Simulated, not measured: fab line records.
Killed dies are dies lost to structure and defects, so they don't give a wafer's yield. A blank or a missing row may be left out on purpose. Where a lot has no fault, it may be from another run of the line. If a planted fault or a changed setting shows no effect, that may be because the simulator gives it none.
Split-lot study | flow sfq line | 16 wafers read from 5 lots, route of 325 steps

ON THE SPLIT
At SFQ_TRILAYER_M3_BARC_OPEN_METAL_ETCH_100 (etches BARC in O2, target depth 125 nm, time 41.7 s), the setting time s was moved away from the recipe's 41.7 s on 5 of the 16 wafers read, by -11.5% to +9.9%. All remaining wafers had this setting at the recipe value.

The reading comes from the split's own step.

THE READING
KrF_of_TRILAYER_M3_LITHO_COAT_075.thk nm (the simulator's own value, which no gauge read), in nm, at SFQ_TRILAYER_M3_BARC_OPEN_METAL_ETCH_100 (etches BARC in O2, target depth 125 nm, time 41.7 s). There is no usual value for it anywhere in the file. The 11 wafers here that ran the recipe average 520.9 nm, standard deviation 1.9 nm.

wafer  | tool, chamber at the split | time s as run, s | against the recipe | KrF_of_TRILAYER_M3_LITHO_COAT_075.thk nm, nm | against lot-mates on the recipe
L076.1 | rie metal-03, 0            | 38.75            | -7.1%              | 523.1                                        | +1.6
L076.4 | rie metal-03, 0            | 41.7             | recipe             | 520.2                                        | -
L076.5 | rie metal-03, 0            | 41.7             | recipe             | 522.7                                        | -
L077.1 | rie metal-04, 0            | 41.7             | recipe             | 521.2                                        | -
L077.4 | rie metal-04, 1            | 36.91            | -11.5%             | 525.5                                        | +4.3
L078.1 | rie metal-01, 0            | 41.7             | recipe             | 521.7                                        | -
L078.2 | rie metal-01, 1            | 41.7             | recipe             | 519.4                                        | -
L078.3 | rie metal-01, 0            | 45.83            | +9.9%              | 516.3                                        | -4.2
L078.4 | rie metal-01, 1            | 45.83            | +9.9%              | 513.7                                        | -6.8
L078.6 | rie metal-01, 1            | 41.7             | recipe             | 520.3                                        | -
L082.2 | rie metal-01, 0            | 41.7             | recipe             | 519.4                                        | -
L082.4 | rie metal-01, 0            | 41.7             | recipe             | 519.4                                        | -
L082.6 | rie metal-01, 1            | 41.7             | recipe             | 518.3                                        | -
L083.3 | rie metal-01, 1            | 41.7             | recipe             | 522.7                                        | -
L083.5 | rie metal-01, 1            | 41.7             | recipe             | 525.1                                        | -
L083.6 | rie metal-01, 0            | 37.39            | -10.3%             | 529                                          | +5.1

THE FIT
A straight line over all 16 wafers: KrF_of_TRILAYER_M3_LITHO_COAT_075.thk nm changes by -0.556 nm for each +1% of time s; r = -0.86; the points scatter about the line by 2 nm.
The same after taking each lot's own level away (the mean of its wafers on the recipe; 16 wafers): -0.463 nm for each +1%; r = -0.93; scatter 1.1 nm.
That fit puts the effect of the largest move of time s on the reading at 5.3 nm.
Across the lots, their own levels run from 519.03 to 523.90 nm, a range of 2.6 times the standard deviation given above.
So the lot-to-lot level changes the slope: the two fits differ.
Check: with one of the wafers moved furthest among these (-11.5%) left out of the fit, the line predicts +5.4 nm for it against its lot-mates. It came out at +4.3 nm against them.

OTHER SPLITS APPLIED TO THESE WAFERS
Other splits were also applied to these wafers ahead of the reading. Each is held against what the fit with the lots' levels taken away leaves over:
other split on the same wafers                    | wafers away from the commonest value | r with KrF_of_TRILAYER_M3_LITHO_COAT_075.thk nm (lot level and that fit taken away)
SFQ_TRILAYER_L0_LITHO_COAT_005 resist thk nm      | 4                                    | +0.01
SFQ_TRILAYER_L0_LITHO_EXPOSE_006 dose mj          | 5                                    | -0.37
SFQ_TRILAYER_L0_ETCH_METAL_ETCH_008 time s        | 2                                    | +0.43
SFQ_TRILAYER_M0_DEP_SPUTTER_019 time s            | 6                                    | -0.06
SFQ_TRILAYER_I0_VIA_LITHO_COAT_036 spin rpm       | 4                                    | +0.30
SFQ_TRILAYER_I0_VIA_LITHO_PEB_034 peb time s      | 5                                    | -0.24
SFQ_TRILAYER_M1_BARC_OPEN_METAL_ETCH_054 time s   | 4                                    | +0.26
SFQ_TRILAYER_I1_VIA_BARC_OPEN_VIA_ETCH_071 time s | 4                                    | -0.17
SFQ_TRILAYER_M3_DEP_SPUTTER_073 time s            | 3                                    | -0.41

THE FILE'S OWN FIT
KrF_of_TRILAYER_M3_LITHO_COAT_075.thk nm changes by -0.458 nm for each +1% of time s, r = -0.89.
